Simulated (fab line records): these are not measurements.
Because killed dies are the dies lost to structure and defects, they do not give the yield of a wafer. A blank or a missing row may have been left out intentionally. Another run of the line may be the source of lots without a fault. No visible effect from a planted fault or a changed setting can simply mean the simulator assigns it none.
What tool caused it? + flow gf180mcu + 12 lots with 36 wafers sampled at 5 steps, on a route of 602 steps

## WHAT THE GAUGES READ, wafer by wafer
GF_HV_LDD_TW_MEAS_11. Usual: for HV_LDD_TW the level is 2427 and the standard deviation is 18.
| lot  | measured     | on            | HV_LDD_TW      | flag |
|------|--------------|---------------|----------------|------|
| L406 | day 10 06:57 | film metro-01 | 2392 2396 2384 |      |
| L407 | day 10 12:15 | film metro-03 | 2429 2424 2423 |      |
| L409 | day 10 22:01 | film metro-02 | 2424 2431 2440 |      |
| L411 | day 11 09:22 | film metro-02 | 2448 2427 2442 |      |
| L413 | day 12 02:58 | film metro-02 | 2441 2425 2444 |      |
| L414 | day 12 08:55 | film metro-01 | 2424 2418 2416 |      |
| L415 | day 12 16:30 | film metro-03 | 2466 2435 2425 |      |
| L421 | day 14 12:13 | film metro-03 | 2309 2299 2301 | OFF  |
| L422 | day 14 21:50 | film metro-01 | 2287 2292 2281 | OFF  |
| L425 | day 15 22:04 | film metro-01 | 2405 2415 2405 |      |
| L426 | day 16 01:42 | film metro-03 | 2423 2423 2424 |      |
| L429 | day 16 22:36 | film metro-03 | 2428 2417 2434 |      |

GF_HV_LDD_RS_MEAS_53: measures by four-point-probe. Usual: for HV_LDD_RS the level is 417.8 ohm/sq and the standard deviation is 1.
| lot  | measured     | on            | HV_LDD_RS (ohm/sq) | flag |
|------|--------------|---------------|--------------------|------|
| L406 | day 12 15:04 | film metro-03 | 416.6 417.3 417.0  |      |
| L407 | day 12 21:39 | film metro-02 | 419.0 418.2 416.2  |      |
| L409 | day 13 08:21 | film metro-03 | 419.7 417.9 418.7  |      |
| L411 | day 13 21:58 | film metro-03 | 416.9 417.0 416.6  |      |
| L413 | day 14 16:12 | film metro-02 | 417.1 417.1 418.1  |      |
| L414 | day 15 00:58 | film metro-01 | 418.3 417.6 419.1  |      |
| L415 | day 15 07:20 | film metro-02 | 417.4 419.4 418.5  |      |
| L421 | day 17 07:32 | film metro-03 | 421.5 422.9 421.1  | OFF  |
| L422 | day 17 17:55 | film metro-03 | 420.9 421.2 421.7  | OFF  |
| L425 | day 18 19:43 | film metro-02 | 419.7 419.4 419.4  |      |
| L426 | day 19 00:25 | film metro-03 | 417.0 417.2 417.6  |      |
| L429 | day 20 00:50 | film metro-01 | 417.4 418.9 418.1  |      |

GF_M3_CD_MEAS_14: the cd target is 280 nm. Usual: cd nm at 279.8 nm, with a standard deviation of 1.2.
| lot  | measured     | on        | cd nm (nm)        | flag |
|------|--------------|-----------|-------------------|------|
| L406 | day 21 13:31 | cd sem-01 | 278.7 279.6 279.5 |      |
| L407 | day 21 22:40 | cd sem-02 | 279.9 281.1 282.0 |      |
| L409 | day 22 11:46 | cd sem-01 | 278.7 277.5 278.3 |      |
| L411 | day 23 02:29 | cd sem-01 | 281.4 281.2 281.9 |      |
| L413 | day 23 22:35 | cd sem-01 | 281.0 280.2 279.0 |      |
| L414 | day 24 08:45 | cd sem-02 | 279.1 280.1 278.6 |      |
| L415 | day 24 14:06 | cd sem-02 | 278.6 278.9 280.5 |      |
| L421 | day 26 13:19 | cd sem-02 | 281.8 280.6 281.4 |      |
| L422 | day 26 21:17 | cd sem-02 | 277.9 279.5 278.6 |      |
| L425 | day 27 21:11 | cd sem-01 | 282.3 281.7 283.1 |      |
| L426 | day 27 23:17 | cd sem-02 | 280.5 280.8 279.4 |      |
| L429 | day 28 19:20 | cd sem-02 | 280.7 281.3 280.8 |      |

## WHAT TOOL EACH LOT RAN ON (gives the tool, then ch and the chambers of the sampled wafers, and finally the start)
| lot  | GF_HV_LDD_IMPLANT_09            | GF_M3_SPUTTER_00             |
|------|---------------------------------|------------------------------|
| L406 | implanter-02 ch 0, day 10 06:43 | pvd sputter-04, day 20 13:13 |
| L407 | implanter-02 ch 0, day 10 12:01 | pvd sputter-01, day 20 22:31 |
| L409 | implanter-01 ch 0, day 10 21:46 | pvd sputter-04, day 21 12:24 |
| L411 | implanter-02 ch 0, day 11 09:09 | pvd sputter-01, day 22 03:20 |
| L413 | implanter-01 ch 0, day 12 02:43 | pvd sputter-01, day 22 23:27 |
| L414 | implanter-04 ch 0, day 12 08:43 | pvd sputter-04, day 23 09:38 |
| L415 | implanter-01 ch 0, day 12 16:15 | pvd sputter-04, day 23 15:55 |
| L421 | implanter-02 ch 0, day 14 11:58 | pvd sputter-01, day 25 15:51 |
| L422 | implanter-02 ch 0, day 14 21:35 | pvd sputter-03, day 26 00:28 |
| L425 | implanter-01 ch 0, day 15 21:49 | pvd sputter-04, day 27 00:33 |
| L426 | implanter-04 ch 0, day 16 01:27 | pvd sputter-01, day 27 03:05 |
| L429 | implanter-04 ch 0, day 16 22:21 | pvd sputter-04, day 27 23:29 |
- GF_HV_LDD_IMPLANT_09
- GF_M3_SPUTTER_00: material Ti, target thk 37.5 nm, time 150 s.

## AS READ BY THE TOOLS THEMSELVES (means over the sampled wafers that have a number; for cases with no such wafer, the mark the record gives instead)
GF_HV_LDD_IMPLANT_09. Usual: beam energy keV 40.000, standard deviation 0.014; faraday current uA 564, standard deviation 11; tilt deg 7.004 degrees, standard deviation 0.018.
| lot  | tool         | beam energy keV | faraday current uA | tilt deg (degrees) | flag |
|------|--------------|-----------------|--------------------|--------------------|------|
| L406 | implanter-02 | 39.996          | 562                | 6.995              |      |
| L407 | implanter-02 | 40.012          | 560                | 6.990              |      |
| L409 | implanter-01 | 39.990          | 564                | 7.021              |      |
| L411 | implanter-02 | 40.017          | 564                | 6.993              |      |
| L413 | implanter-01 | 39.992          | 575                | 7.030              |      |
| L414 | implanter-04 | 40.012          | 566                | 6.993              |      |
| L415 | implanter-01 | 40.000          | 570                | 7.005              |      |
| L421 | implanter-02 | 33.417          | 572                | 6.985              | OFF  |
| L422 | implanter-02 | 33.410          | 553                | 7.028              | OFF  |
| L425 | implanter-01 | 39.996          | 561                | 7.028              |      |
| L426 | implanter-04 | 40.000          | 567                | 6.999              |      |
| L429 | implanter-04 | 39.988          | 550                | 6.994              |      |

GF_M3_SPUTTER_00. Usual: throttle valve pct at 30.1 %, with a standard deviation of 1.
| lot  | tool           | throttle valve pct (%) | flag |
|------|----------------|------------------------|------|
| L406 | pvd sputter-04 | 30.8                   |      |
| L407 | pvd sputter-01 | 30.4                   |      |
| L409 | pvd sputter-04 | 30.9                   |      |
| L411 | pvd sputter-01 | 30.6                   |      |
| L413 | pvd sputter-01 | 30.4                   |      |
| L414 | pvd sputter-04 | 29.8                   |      |
| L415 | pvd sputter-04 | 29.7                   |      |
| L421 | pvd sputter-01 | 30.1                   |      |
| L422 | pvd sputter-03 | 29.6                   |      |
| L425 | pvd sputter-04 | 30.9                   |      |
| L426 | pvd sputter-01 | 30.7                   |      |
| L429 | pvd sputter-04 | 28.7                   |      |

## THE ANSWER, worked out from the rows above alone
Rule: lot off if the mean of its wafers having a number is beyond 3 standard deviations from the usual mean. A lot without any number at a reading at which 4 lots or more have one is off too. The other lots that the step has rows for count as sound. First the gauges in route order, then the tools' own readings, where a lot's mean is used as printed above. At the first step where some lot is off, the reading lying furthest off is the one used; lots without a number count as furthest.
Off: at GF_HV_LDD_TW_MEAS_11 (HV_LDD_TW), L421, L422.
A tool fits if, at a process step before that reading, it ran every lot that is off, and no sound lot after the first of them. Not tried: the gauges at GF_HV_LDD_TW_MEAS_11; whatever is off there is also off at GF_HV_LDD_IMPLANT_09, on other tools, and gauge error can't account for it. One fits: GF_HV_LDD_IMPLANT_09 on implanter-02. Its last sound lot is L411 (day 11 09:09), its first lot that is off L421 (day 14 11:58): a fault that began between those two fits.
The tool's own readings at GF_HV_LDD_IMPLANT_09 bear it out: on the lots that are off they differ by more than 5 times the standard deviation of the sound lots' means. beam energy keV reads 33.413 there against 40.000 on the sound lots.

## WHAT THE SIMULATOR HAD PUT IN
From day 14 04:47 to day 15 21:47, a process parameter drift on implanter-02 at GF_HV_LDD_IMPLANT_09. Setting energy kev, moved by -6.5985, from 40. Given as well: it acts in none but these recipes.
Lots struck among those shown: L421, L422. Same finding as the rule above.
